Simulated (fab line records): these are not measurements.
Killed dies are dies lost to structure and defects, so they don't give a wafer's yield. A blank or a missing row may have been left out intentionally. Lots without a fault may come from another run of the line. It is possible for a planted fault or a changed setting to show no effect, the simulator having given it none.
A lot that was struck, set against a sound lot || flow gf180mcu || 15 steps out of a route of 602
Sound: the wafers L204.4, L204.5, L204.6. Struck: wafer L215.1. (L215.3, L215.6 of the same lot were not struck and are left out.) The cause comes at the end.
At each step with rows: each side's tool, then ch and its chambers, then its first start. Under that, the readings that differ: sound wafers || struck wafers || difference of the means || sigmas: that difference in standard deviations of wafers without a fault.
alike: a reading whose means differ by less than 2 such deviations, as well as words and numbers matching on both sides. not compared: withheld readings; readings where some wafer has no value; bounds like >300 that might hide an equal value; numbers whose values overlap and for which the record gives no deviation.
The two part at a step that has a row with sigmas, a row that says differs or no value, or rows on one side only. Numbers that have no deviation but don't overlap get no sigmas and don't part them. Lack of a reading on every wafer of one side parts them only where that side has two or more wafers.

first, 9 steps without rows for these wafers: GF_MIM_STRIP_21 (strips in post etch residue remover, time 1200 s); GF_MIM_CLEAN_22 (cleans in DIW); GF_M5_DEHYDRATE_00 (time 60 s); GF_M5_HMDS_01 (prime time 60 s); GF_M5_COAT_02 (resist thk 1000 nm); GF_M5_SOFTBAKE_03 (time 60 s); GF_M5_EXPOSE_04 (exposes mask Metal5, target cd 280 nm); GF_M5_PEB_05 (peb time 90 s); GF_M5_DEVELOP_06 (develop time 60 s).
GF_M5_CD_MEAS_07: target cd 280 nm.
  sound on cdSem-02, day 28 01:49; struck on cdSem-02, day 31 05:28
  alike: cdNm
GF_M5_OVL_MEAS_08:
  sound on overlay-01, day 28 01:54; struck on overlay-01, day 31 05:35
  alike: M5_OVL
GF_M5_ETCH_09: etches Si3N4 in CF4/O2, target depth 52 nm, time 11.6 s.
  sound on rieDiel-04 ch 0,1,3, day 28 01:55; struck on rieDiel-02 ch 1, day 31 05:37
  alike: chamberPressureMTorr, drypumpMotorCurrentA, oesProductAu, throttleValvePct
  not compared: rfHoursCounterH
GF_M5_METAL_ETCH_10: etches the open film in Cl2/BCl3, stops on SiO2, target depth 750.8 nm, time 125.1 s.
  sound on rieMetal-02 ch 0,1, day 28 01:59; struck on rieMetal-02 ch 1, day 31 05:39
{"reading": "oesProductAu (a.u.)", "sound": "0.979 0.989 0.985", "struck": 0.815, "difference": -0.169, "sigmas": -28}
{"reading": "rfHoursCounterH (h)", "sound": "- - -", "struck": 10, "difference": "no value on the sound wafers", "sigmas": ""}
{"reading": "throttleValvePct (%)", "sound": "28.247 28.243 28.231", "struck": 28.418, "difference": "+0.178", "sigmas": "+16"}
{"reading": "model.KrF_of_M5_COAT_02.thkNm (nm)", "sound": "655.3 653.1 654.6", "struck": 736, "difference": "+82", "sigmas": ""}
  alike: chamberPressureMTorr, drypumpMotorCurrentA, mfcCl2Sccm
GF_M5_STRIP_11: strips in O2/N2.
  sound on plasmaAsher-04 ch 0,1, day 28 02:07; struck on plasmaAsher-04 ch 1, day 31 05:46
{"reading": "o2FlowSccm (sccm)", "sound": "3007 3000 3001", "struck": 3024, "difference": "+21", "sigmas": "+2"}
{"reading": "oesProductAu (a.u.)", "sound": "0.526 0.521 0.524", "struck": 0.561, "difference": "+0.037", "sigmas": "+8"}
{"reading": "rfHoursCounterH (h)", "sound": "- - -", "struck": 61, "difference": "no value on the sound wafers", "sigmas": ""}
{"reading": "stripTimeToEndpointS (s)", "sound": "7.11 7.06 7.08", "struck": 7.88, "difference": "+0.80", "sigmas": "+16"}
  alike: chamberPressureMTorr, drypumpMotorCurrentA, heaterPowerW
then, 1 step without rows for these wafers: GF_M5_STRIP_12 (strips in post etch residue remover, time 1200 s).

WHERE THEY PART
Earliest at GF_M5_METAL_ETCH_10; latest, in this record, at GF_M5_STRIP_11.

WHY: what had been put in by the simulator
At GF_M5_METAL_ETCH_10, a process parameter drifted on rieMetal-02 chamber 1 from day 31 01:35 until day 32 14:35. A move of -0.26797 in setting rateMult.
